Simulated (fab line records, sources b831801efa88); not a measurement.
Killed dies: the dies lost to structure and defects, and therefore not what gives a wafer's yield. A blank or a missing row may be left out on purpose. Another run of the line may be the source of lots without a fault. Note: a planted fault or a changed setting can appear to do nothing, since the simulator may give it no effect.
A struck lot beside a sound one + flow sky130 + 25 out of 708 route steps
Sound: wafers L865.1, L865.4, L865.6. Struck: wafer L871.5. (L871.4, L871.6 of the same lot were not struck and are left out.) The cause comes at the end.
Order at every step that has rows: each side's tool, ch and its chambers, its first start. Under that, the readings that differ: sound wafers + struck wafers + difference of the means + sigmas: that difference in standard deviations of wafers without a fault.
alike: readings whose means differ by less than 2 such deviations, and words and numbers that are the same on both sides. not compared: withheld readings, readings that some wafer has no value for, bounds like >300 that may hide the same value, and numbers for which the record gives no deviation and whose values overlap.
Wherever a step has rows on one side only, a row that says differs or no value, or a row with sigmas, the two part there. Numbers that have no deviation but don't overlap get no sigmas and don't part them. A reading missing from all wafers of one side parts the sides only when that side holds two or more wafers.

first, 3 steps without rows for these wafers: SKY_CAP2M_EXPOSE_09 (exposes mask CAP2M, target cd 1000 nm); SKY_CAP2M_PEB_10; SKY_CAP2M_DEVELOP_11 (develop time 60 s).
SKY_CAP2M_OVL_MEAS_12:
  sound on overlay-01, day 40 21:49; struck on overlay-01, day 42 19:18
  alike: CAP2M_OVL
SKY_CAP2M_METAL_ETCH_13: etches TiN in Cl2/BCl3, stops on SiO2, target depth 220 nm, time 62.9 s.
  sound on rie-metal-04 ch 0,1, day 40 21:52; struck on rie-metal-02 ch 0, day 42 19:20
| reading            | sound             | struck | difference | sigmas |
|--------------------|-------------------|--------|------------|--------|
| rf-fwd-power-W (W) | 891.8 892.9 896.3 | 899.0  | +5.3       | +2     |
  alike: drypump-motor-current-A, oes-product-au, throttle-valve-pct
  not compared: rf-hours-counter-h
then, 7 steps without rows for these wafers: SKY_CAP2M_STRIP_14 (strips in O2/N2); SKY_CAP2M_STRIP_15 (strips in post etch residue remover, time 1200 s); SKY_CAP2M_CLEAN_16 (cleans in IPA, time 180 s); SKY_CAP2M_CLEAN_17 (cleans in O3/DIW); SKY_METAL4_DEHYDRATE_05 (time 60 s); SKY_METAL4_HMDS_06 (prime time 60 s); SKY_METAL4_COAT_07 (resist thk 60 nm).
SKY_METAL4_COAT_08: resist thk 1140 nm.
  sound on litho-track-02 ch 0, day 41 10:00; struck on litho-track-04 ch 0, day 43 07:00
| reading                                       | sound          | struck | difference | sigmas |
|-----------------------------------------------|----------------|--------|------------|--------|
| model.KrF-thick_of_METAL4_COAT_08.thk-nm (nm) | 1143 1144 1141 | 1157   | +14        |        |
then, 4 steps without rows for these wafers: SKY_METAL4_SOFTBAKE_09 (time 90 s); SKY_METAL4_EXPOSE_10 (exposes mask MM4, target cd 300 nm); SKY_METAL4_PEB_11; SKY_METAL4_DEVELOP_12 (develop time 60 s).
SKY_METAL4_CD_MEAS_13: target cd 300 nm.
  sound on cd-sem-02, day 41 23:10; struck on cd-sem-01, day 43 18:32
  alike: cd-nm
SKY_METAL4_OVL_MEAS_14:
  sound on overlay-01, day 41 23:17; struck on overlay-02, day 43 18:37
  alike: METAL4_OVL
SKY_METAL4_DESCUM_15: chemistry O2, time 8 s.
  sound on rie-metal-03 ch 0, day 41 23:20; struck on rie-metal-04 ch 1, day 43 18:39
| reading                     | sound       | struck | difference | sigmas |
|-----------------------------|-------------|--------|------------|--------|
| drypump-motor-current-A (A) | 5.5 5.4 5.4 | 6.7    | +1.3       | +3     |
  alike: oes-product-au, rf-fwd-power-W
  not compared: rf-hours-counter-h
SKY_METAL4_ETCH_16: etches BARC in N2/H2, stops on SiO2, time 88.2 s, target depth 60 nm.
  sound on rie-metal-03 ch 0, day 41 23:22; struck on rie-metal-04 ch 1, day 43 18:42
| reading                     | sound       | struck | difference | sigmas |
|-----------------------------|-------------|--------|------------|--------|
| drypump-motor-current-A (A) | 5.4 5.4 5.4 | 6.8    | +1.4       | +3     |
  alike: oes-product-au, rf-fwd-power-W, throttle-valve-pct
  not compared: rf-hours-counter-h
SKY_METAL4_ETCH_17: etches SiO2 in C4F8/O2/Ar, stops on TiN, time 3.9 s, target depth 15 nm.
  sound on rie-diel-02 ch 2,3, day 41 23:28; struck on rie-diel-01 ch 3, day 43 18:46
  alike: oes-product-au, rf-fwd-power-W
  not compared: rf-hours-counter-h
SKY_METAL4_METAL_ETCH_18: etches the open film in Cl2/BCl3, stops on SiO2, target depth 845 nm, time 183.1 s.
  sound on rie-metal-01 ch 0,1, day 41 23:29; struck on rie-metal-01 ch 1, day 43 18:51
| reading                                       | sound             | struck | difference | sigmas |
|-----------------------------------------------|-------------------|--------|------------|--------|
| model.KrF-thick_of_METAL4_COAT_08.thk-nm (nm) | 531.1 544.1 529.5 | 561.9  | +27.0      |        |
  alike: drypump-motor-current-A, oes-product-au, rf-fwd-power-W, throttle-valve-pct
  not compared: rf-hours-counter-h
SKY_METAL4_STRIP_19: strips in O2/N2.
  sound on plasma-asher-04 ch 0, day 41 23:40; struck on plasma-asher-02 ch 1, day 43 19:00
| reading                      | sound          | struck | difference | sigmas |
|------------------------------|----------------|--------|------------|--------|
| drypump-motor-current-A (A)  | 6.0 6.0 6.0    | 5.2    | -0.8       | -2     |
| strip-time-to-endpoint-s (s) | 6.57 6.71 6.56 | 6.89   | +0.28      | +3     |
  alike: oes-product-au
  not compared: rf-hours-counter-h
-- the record jumps here: 4 days lie between the struck wafers' starts before and after (it left off in module METAL4 and takes up again in module PAD_OPEN, whose first step shown is number 708 of the route) --
SKY_PAD_OPEN_PROBE_99:
  sound on prober-01, day 45 22:55; struck on prober-01, day 47 12:05
| reading                 | sound          | struck | difference | sigmas |
|-------------------------|----------------|--------|------------|--------|
| killed-at-contacts      | 25 34 22       | 13     | -14        | -3     |
| killed-open             | 48 57 57       | 33     | -21        | -3     |
| sort_bin_5_function (%) | 10.6 13.6 10.4 | 7.9    | -3.6       | -3     |
  alike: defect-limited-yield, killed_at_M0_to_M3, killed_at_M4_up, killed-at-front-end, killed-at-other, killed-dies, killed-short, sort_bin_3_pad_short, sort_bin_6_memory, sort-n-pass, sort-yield-pct

== WHERE THEY PART ==
Earliest at SKY_CAP2M_METAL_ETCH_13; latest, in this record, at SKY_PAD_OPEN_PROBE_99.

WHY: the cause the simulator had injected
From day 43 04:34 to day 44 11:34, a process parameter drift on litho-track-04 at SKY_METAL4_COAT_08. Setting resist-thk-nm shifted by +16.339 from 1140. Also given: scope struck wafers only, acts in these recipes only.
